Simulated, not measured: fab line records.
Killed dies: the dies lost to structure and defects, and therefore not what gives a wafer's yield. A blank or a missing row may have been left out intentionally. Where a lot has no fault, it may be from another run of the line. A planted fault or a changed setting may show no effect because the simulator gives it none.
A lot that was struck, set against a sound lot    flow sky130    17 steps out of a route of 708
Sound: the wafers L425.2, L425.3, L425.5. Struck: wafer L432.5 (left out: L432.4, a lot-mate that was not struck); the cause follows at the end.
Each step with rows lists, per side, the tool, then ch with its chambers, then its first start. Under that, the readings that differ: sound wafers    struck wafers    difference of the means    sigmas: that difference in standard deviations of wafers without a fault.
alike: words and numbers the same on both sides, and readings whose means are apart by under 2 such deviations; not compared: readings that were withheld, readings missing a value for some wafer, numbers with overlapping values and no deviation given by the record, and bounds like >300 which may hide the same value.
A row with sigmas, a row that says differs or no value, or rows on one side alone: a step with any of these is where the two part. Numbers that have no deviation but don't overlap get no sigmas and don't part them. A reading that every wafer of one side lacks parts them only if that side has two wafers or more.

SKY_LDD_P_OVL_MEAS_08:
  sound: overlay-01 at day 20 09:15; struck: overlay-01 at day 22 19:40
  alike: LDD_P_OVL
following that, these wafers have no rows for 1 step: SKY_LDD_P_IMPLANT_09.
SKY_LDD_P_STRIP_10: strips in O2/N2.
  sound on plasmaAsher-02 ch 0,1, day 20 09:26; struck on plasmaAsher-01 ch 0, day 22 19:52
  alike: drypumpMotorCurrentA, oesProductAu, stripTimeToEndpointS
  not compared: rfHoursCounterH
SKY_LDD_P_TW_MEAS_11:
  sound: filmMetro-01 at day 20 09:32; struck: filmMetro-04 at day 22 19:57
reading   sound        struck  difference  sigmas
LDD_P_TW  643 639 640  655     +14         +4
then, 7 steps without rows for these wafers: SKY_LDD_HVN_DEHYDRATE_00 (time 60 s); SKY_LDD_HVN_HMDS_01 (prime time 60 s); SKY_LDD_HVN_COAT_02 (resist thk 300 nm); SKY_LDD_HVN_SOFTBAKE_03 (time 60 s); SKY_LDD_HVN_EXPOSE_04 (exposes mask HVNTM, target cd 700 nm); SKY_LDD_HVN_PEB_05; SKY_LDD_HVN_DEVELOP_06 (develop time 60 s).
SKY_LDD_HVN_OVL_MEAS_07:
  sound: overlay-02 at day 21 16:22; struck: overlay-01 at day 24 01:57
  alike: LDD_HVN_OVL
SKY_LDD_HVN_IMPLANT_08:
  sound on implanter-04 ch 0, day 21 16:26; struck on implanter-01 ch 0, day 24 02:02
reading            sound                 struck  difference  sigmas
tiltDeg (degrees)  39.958 39.950 39.976  40.021  +0.060      +3
  alike: beamEnergyKeV
SKY_LDD_HVN_STRIP_09: strips in O2/N2.
  sound on plasmaAsher-03 ch 0,1, day 21 16:33; struck on plasmaAsher-04 ch 1, day 24 02:09
  alike: drypumpMotorCurrentA, oesProductAu, stripTimeToEndpointS
  not compared: rfHoursCounterH
SKY_LDD_HVN_TW_MEAS_10:
  sound: filmMetro-02 at day 21 16:40; struck: filmMetro-02 at day 24 02:15
reading     sound           struck  difference  sigmas
LDD_HVN_TW  1441 1447 1441  1367    -76         -8
then, 1 step without rows for these wafers: SKY_LDD_HVP_DEHYDRATE_00 (time 60 s).
-- the record jumps here: 24 days lie between the struck wafers' starts before and after (it left off in module LDD_HVP and takes up again in module PAD_OPEN, whose first step shown is number 708 of the route) --
SKY_PAD_OPEN_PROBE_99:
  sound: prober-01 at day 46 20:01; struck: prober-02 at day 48 10:25
reading                                    sound                     struck   difference  sigmas
killed_at_M0_to_M3                         48 53 30                  60       +16         +2
model.etest.tip_n_5v.rsOhmSq               1404 1405 1386            1704     +306        
model.etest.tip_n_5v.rsOhmSqRange          28.72 39.02 35.09         329.3    +295.0      
model.etest.tip_n_5v.rsOhmSqRimLessCentre  -11.45 -24.65 -3.267      -167.1   -154.0      
model.etest.nfetG5v0d10v5.rOnOhmUm         1885 1906 1887            1953     +60         
model.etest.nfetG5v0d10v5.driveUaUm        604.9 607.6 614.2         591.9    -17.0       
model.etest.nfetG5v0d10v5.vtSatV (V)       0.7621 0.75 0.7478        0.7718   +0.0185     
model.etest.nfetG5v0d10v5.vtVRange         0.01456 0.01809 0.007977  0.02086  +0.00732    
  alike: killed_at_M4_up, killedAtContacts, killedAtFrontEnd, killedAtOther, killedDies, killedOnRim, killedOpen, killedShort

## WHERE THEY PART
Earliest at SKY_LDD_P_TW_MEAS_11; latest, in this record, at SKY_PAD_OPEN_PROBE_99.

WHY: the cause the simulator had injected
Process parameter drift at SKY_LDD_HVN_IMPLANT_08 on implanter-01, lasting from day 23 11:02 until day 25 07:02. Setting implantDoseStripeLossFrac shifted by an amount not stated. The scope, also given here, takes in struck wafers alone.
